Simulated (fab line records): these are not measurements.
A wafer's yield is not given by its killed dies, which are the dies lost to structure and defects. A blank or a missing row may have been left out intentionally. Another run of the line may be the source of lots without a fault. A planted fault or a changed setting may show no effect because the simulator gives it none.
The tool behind it: which one?	flow gf180mcu	36 wafers from 12 lots sampled at 3 of the route's 602 steps

## WHAT THE GAUGES SHOWED, per wafer
GF_V1_CD_MEAS_14 targets a cd of 260 nm. Usual: cd_nm 260.5 nm, standard deviation 1.4.
lot	measured	on	cd_nm (nm)	flag
L479	day 18 13:39	cd_sem-02	261.5 262.8 262.1	
L480	day 18 21:01	cd_sem-01	261.7 260.5 262.3	
L486	day 21 05:03	cd_sem-02	261.1 259.7 268.3	
L487	day 21 13:31	cd_sem-02	267.8 267.0 259.3	
L488	day 21 22:33	cd_sem-01	266.2 259.5 258.9	
L493	day 23 19:02	cd_sem-01	258.4 258.6 258.3	
L494	day 24 00:31	cd_sem-01	260.4 260.6 260.8	
L497	day 25 01:58	cd_sem-01	258.3 258.2 258.2	
L498	day 25 08:41	cd_sem-02	259.6 258.0 259.6	
L499	day 25 13:44	cd_sem-01	260.9 261.6 259.9	
L500	day 25 18:46	cd_sem-02	259.9 259.3 259.9	
L501	day 26 06:22	cd_sem-02	259.5 260.0 259.5	

## TOOL THAT RAN EACH LOT (tool first, then ch and the chambers of the sampled wafers, then the start)
lot	GF_V1_CVD_02	GF_V1_EXPOSE_11
L479	pecvd-04 ch 0,2, day 17 14:05	krf_scanner-02 ch 0, day 18 02:29
L480	pecvd-03 ch 1,2, day 17 21:05	krf_scanner-02 ch 0, day 18 09:34
L486	pecvd-03 ch 0,1, day 20 04:44	krf_scanner-01 ch 0, day 20 17:21
L487	pecvd-01 ch 0,1, day 20 13:05	krf_scanner-01 ch 0, day 21 01:34
L488	pecvd-03 ch 0,2, day 20 23:20	krf_scanner-01 ch 0, day 21 11:48
L493	pecvd-03 ch 1,2, day 22 19:50	krf_scanner-02 ch 0, day 23 08:11
L494	pecvd-03 ch 0,1, day 23 01:33	krf_scanner-02 ch 0, day 23 13:43
L497	pecvd-03 ch 0,1,2, day 24 04:16	krf_scanner-02 ch 0, day 24 15:54
L498	pecvd-04 ch 0,2, day 24 10:14	krf_scanner-01 ch 0, day 24 21:50
L499	pecvd-03 ch 0,1, day 24 15:54	krf_scanner-02 ch 0, day 25 02:58
L500	pecvd-01 ch 0,1,2, day 24 20:47	krf_scanner-01 ch 0, day 25 08:59
L501	pecvd-04 ch 0,2, day 25 09:02	krf_scanner-02 ch 0, day 25 19:37
- GF_V1_CVD_02: deposits SiO2 from TEOS, target thk 850 nm, time 94.851 s.
- GF_V1_EXPOSE_11: exposes mask Via1, target cd 260 nm.

## WHAT THE TOOLS THEMSELVES READ (means of the sampled wafers that have a number; where no wafer has one, the mark that the record gives instead)
GF_V1_CVD_02. Usual: heater_power_w 654 W, standard deviation 130.
lot	tool	heater_power_w (W)	flag
L479	pecvd-04	815	
L480	pecvd-03	709	
L486	pecvd-03	578	
L487	pecvd-01	604	
L488	pecvd-03	757	
L493	pecvd-03	597	
L494	pecvd-03	627	
L497	pecvd-03	654	
L498	pecvd-04	780	
L499	pecvd-03	543	
L500	pecvd-01	563	
L501	pecvd-04	761	

GF_V1_EXPOSE_11. Usual: stage_vel_mm_s 500.02 mm/s, standard deviation 0.23.
lot	tool	stage_vel_mm_s (mm/s)	flag
L479	krf_scanner-02	500.25	
L480	krf_scanner-02	500.28	
L486	krf_scanner-01	500.05	
L487	krf_scanner-01	499.86	
L488	krf_scanner-01	499.92	
L493	krf_scanner-02	500.23	
L494	krf_scanner-02	499.74	
L497	krf_scanner-02	499.80	
L498	krf_scanner-01	499.93	
L499	krf_scanner-02	500.15	
L500	krf_scanner-01	500.16	
L501	krf_scanner-02	499.95	

## THE ANSWER, worked out from the rows above alone
Rule: lot off if the mean of its wafers having a number is beyond 3 standard deviations from the usual mean. Also off: a lot with no number at a reading for which 4 or more lots have one. Where the step has rows for the other lots, those lots are counted as sound. Order of review: gauges by route order, followed by the tools' own readings, for which a lot's mean as printed above is used. The first step at which some lot is off is used, and at that step the reading that is off furthest; a lot without a number counts as furthest.
No lot is off on any of the readings shown, so nothing can be concluded from this.

## WHAT THE SIMULATOR PUT IN
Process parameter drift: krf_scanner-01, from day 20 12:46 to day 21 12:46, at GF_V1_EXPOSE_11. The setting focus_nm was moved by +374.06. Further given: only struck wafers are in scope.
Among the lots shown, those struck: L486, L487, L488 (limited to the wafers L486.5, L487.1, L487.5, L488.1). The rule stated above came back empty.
